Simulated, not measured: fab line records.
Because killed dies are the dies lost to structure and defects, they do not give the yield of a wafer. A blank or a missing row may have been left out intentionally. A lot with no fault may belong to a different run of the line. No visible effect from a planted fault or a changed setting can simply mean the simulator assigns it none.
Which tool is to blame? + flow sfq-line + 14 lots, 42 wafers sampled, at 1 step of a route of 325

WHAT EACH GAUGE READ, for each wafer
The record lacks any reading of a measuring or inspecting step that a usual standard deviation could be used to judge.

EACH LOT AND THE TOOL THAT RAN IT (in order: tool; ch and the chambers of the sampled wafers; start)
| lot  | SFQ_TRILAYER_I1_VIA_LITHO_COAT_049 |
|------|------------------------------------|
| L967 | litho-track-01 ch 0, day 18 02:23  |
| L968 | litho-track-04 ch 0, day 18 10:21  |
| L970 | litho-track-03 ch 0, day 19 06:29  |
| L971 | litho-track-01 ch 0, day 19 17:47  |
| L975 | litho-track-04 ch 0, day 21 22:05  |
| L976 | litho-track-03 ch 0, day 22 01:05  |
| L979 | litho-track-01 ch 0, day 22 20:47  |
| L982 | litho-track-03 ch 0, day 24 05:01  |
| L983 | litho-track-03 ch 0, day 24 06:17  |
| L984 | litho-track-01 ch 0, day 24 08:01  |
| L987 | litho-track-04 ch 0, day 32 11:15  |
| L988 | litho-track-01 ch 0, day 33 00:12  |
| L989 | litho-track-04 ch 0, day 33 03:19  |
| L990 | litho-track-03 ch 0, day 33 15:28  |
- SFQ_TRILAYER_I1_VIA_LITHO_COAT_049: resist thk 650 nm.

AS READ BY THE TOOLS THEMSELVES (means over the sampled wafers that have a number; for cases with no such wafer, the mark the record gives instead)
SFQ_TRILAYER_I1_VIA_LITHO_COAT_049.
| lot  | tool           | spin-speed-rpm (rpm) |
|------|----------------|----------------------|
| L967 | litho-track-01 | 3000.4               |
| L968 | litho-track-04 | 3000.3               |
| L970 | litho-track-03 | 2998.3               |
| L971 | litho-track-01 | 2998.3               |
| L975 | litho-track-04 | 2999.1               |
| L976 | litho-track-03 | 2998.4               |
| L979 | litho-track-01 | 2999.3               |
| L982 | litho-track-03 | 2937.3               |
| L983 | litho-track-03 | 2939.3               |
| L984 | litho-track-01 | 2997.6               |
| L987 | litho-track-04 | 2997.6               |
| L988 | litho-track-01 | 2998.7               |
| L989 | litho-track-04 | 3000.2               |
| L990 | litho-track-03 | 3000.8               |

THE ANSWER, worked out from the rows above alone
Rule: the usual values come from the lots themselves. The widest of any qualifying gaps counts: lots, ordered by their means at a reading, are off when they make up no more than a third of the lots, leave a main group of 4 or more, and stand apart from it by 3 or more times the standard deviation of that group's means. The tables above print the reading to a certain number of digits; a main group whose means all agree to those digits is not used. A lot without any number at a reading at which 4 lots or more have one is off too. Any other lot the step has rows for is counted as sound. First the gauges in route order, then the tools' own readings, where a lot's mean is used as printed above. The first step at which some lot is off is used, and at that step the reading that is off furthest; a lot without a number counts as furthest.
Off: L982, L983 (SFQ_TRILAYER_I1_VIA_LITHO_COAT_049, spin-speed-rpm). Mean 2999.1 rpm and standard deviation 1.1 in the main group.
A tool fits if, at that step or a process step before it, it ran every lot that is off, and no sound lot after the first of them. Not one of the candidates tried fits.

WHAT THE SIMULATOR HAD PUT IN
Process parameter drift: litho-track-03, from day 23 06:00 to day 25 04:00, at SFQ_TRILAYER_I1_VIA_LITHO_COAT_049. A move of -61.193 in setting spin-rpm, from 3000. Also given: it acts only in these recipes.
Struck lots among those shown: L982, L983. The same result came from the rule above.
